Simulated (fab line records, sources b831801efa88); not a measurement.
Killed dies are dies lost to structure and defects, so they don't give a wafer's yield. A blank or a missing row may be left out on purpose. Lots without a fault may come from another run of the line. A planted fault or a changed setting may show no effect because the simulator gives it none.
A struck lot beside a sound one | flow gf180mcu | 21 steps out of a route of 602
Sound: wafers L942.1, L942.2, L942.4. Struck: wafers L949.1, L949.3, L949.5. The cause comes at the end.
At each step with rows: each side's tool, then ch and its chambers, then its first start. Under that, the readings that differ: sound wafers | struck wafers | difference of the means | sigmas: that difference in standard deviations of wafers without a fault.
alike: readings whose means differ by less than 2 such deviations, and words and numbers that are the same on both sides. not compared: withheld readings, readings that some wafer has no value for, bounds like >300 that may hide the same value, and numbers for which the record gives no deviation and whose values overlap.
The two part at a step that has a row with sigmas, a row that says differs or no value, or rows on one side only. Numbers that don't overlap but have no deviation are shown without sigmas and don't part them. A reading that every wafer of one side lacks parts them only if that side has two wafers or more.

first, 2 steps without rows for these wafers: GF_M2_CLEAN_19 (cleans in DIW); GF_V2_CVD_00 (deposits SiO2, target thk 600 nm, time 100 s).
GF_V2_THK_MEAS_01:
  sound on film_metro-04, day 19 10:13; struck on film_metro-03, day 22 03:55
  alike: V2_CVD_00_THK
GF_V2_CVD_02: deposits SiO2 from TEOS, target thk 850 nm, time 94.851 s.
  sound on pecvd-01 ch 0,2, day 19 10:16; struck on pecvd-01 ch 1,2, day 22 03:58
  alike: heater_power_w
GF_V2_THK_MEAS_03:
  sound on film_metro-04, day 19 10:20; struck on film_metro-02, day 22 04:02
  alike: V2_CVD_02_THK
GF_V2_CMP_04: polishes SiO2.
  sound on cmp-01 ch 0,1,2, day 19 10:24; struck on cmp-02 ch 2,3, day 22 04:06
  reading                | sound    | struck   | difference | sigmas
  time_to_endpoint_s (s) | 90 82 87 | 71 70 77 | -14        | -2
  alike: motor_current_A
GF_V2_BOW_MEAS_05:
  sound on film_metro-03, day 19 10:42; struck on film_metro-04, day 22 04:24
  alike: V2_BOW
then, 5 steps without rows for these wafers: GF_V2_DEHYDRATE_06 (time 60 s); GF_V2_HMDS_07 (prime time 60 s); GF_V2_COAT_08; GF_V2_COAT_09 (resist thk 1000 nm); GF_V2_SOFTBAKE_10 (time 60 s).
GF_V2_EXPOSE_11: exposes mask Via2, target cd 260 nm.
  sound on krf_scanner-02 ch 0, day 19 23:01; struck on krf_scanner-02 ch 0, day 22 16:41
  reading              | sound             | struck            | difference | sigmas
  exposure_dose_mJ_cm2 | 38.66 38.69 38.80 | 37.77 37.75 37.76 | -0.96      | -23
  alike: mask, stage_vel_mm_s
then, 2 steps without rows for these wafers: GF_V2_PEB_12 (peb time 90 s); GF_V2_DEVELOP_13 (develop time 60 s).
GF_V2_CD_MEAS_14: target cd 260 nm.
  sound on cd_sem-02, day 20 10:53; struck on cd_sem-02, day 23 03:50
  reading    | sound             | struck            | difference | sigmas
  cd_nm (nm) | 258.9 259.2 259.2 | 255.7 257.2 255.8 | -2.9       | -2
GF_V2_OVL_MEAS_15:
  sound on overlay-02, day 20 11:00; struck on overlay-01, day 23 03:57
  alike: V2_OVL
GF_V2_ETCH_16: etches BARC in N2/H2.
  sound on rie_diel-03 ch 0,1,3, day 20 11:02; struck on rie_diel-04 ch 0,3, day 23 03:59
  reading                     | sound         | struck            | difference | sigmas
  drypump_motor_current_A (A) | 6.2 5.9 6.6   | 5.6 5.5 5.5       | -0.7       | -2
  model.V2.cd_nm (nm)         | 258.9 260 261 | 256.7 257.3 256.2 | -3.2       |
  alike: oes_product_au, throttle_valve_pct
GF_V2_ETCH_17: etches SiO2 in C4F8/O2/Ar, stops on TiN, target depth 630 nm.
  sound on rie_diel-03 ch 0,1,3; struck on rie_diel-04 ch 0,3
  reading             | sound             | struck          | difference | sigmas
  model.V2.cd_nm (nm) | 259.2 260.9 260.2 | 257.1 257.4 256 | -3.3       |
  alike: oes_product_au
GF_V2_STRIP_18: strips in O2/N2.
  sound on plasma_asher-01 ch 0,1, day 20 11:10; struck on plasma_asher-02 ch 0,1, day 23 04:07
  alike: drypump_motor_current_A, heater_power_w, oes_product_au
  not compared: rf_hours_counter_h
-- the record jumps here: 8 days lie between the struck wafers' starts before and after (it left off in module V2 and takes up again in module PASSIVATION, whose first step shown is number 602 of the route) --
GF_PASSIVATION_PROBE_99:
  the record has rows for the struck wafers here (prober-02, day 31 09:40) and none for the sound ones

WHERE THEY PART
First at GF_V2_CMP_04; last, within this record, at GF_PASSIVATION_PROBE_99.

WHY: what the simulator had put in
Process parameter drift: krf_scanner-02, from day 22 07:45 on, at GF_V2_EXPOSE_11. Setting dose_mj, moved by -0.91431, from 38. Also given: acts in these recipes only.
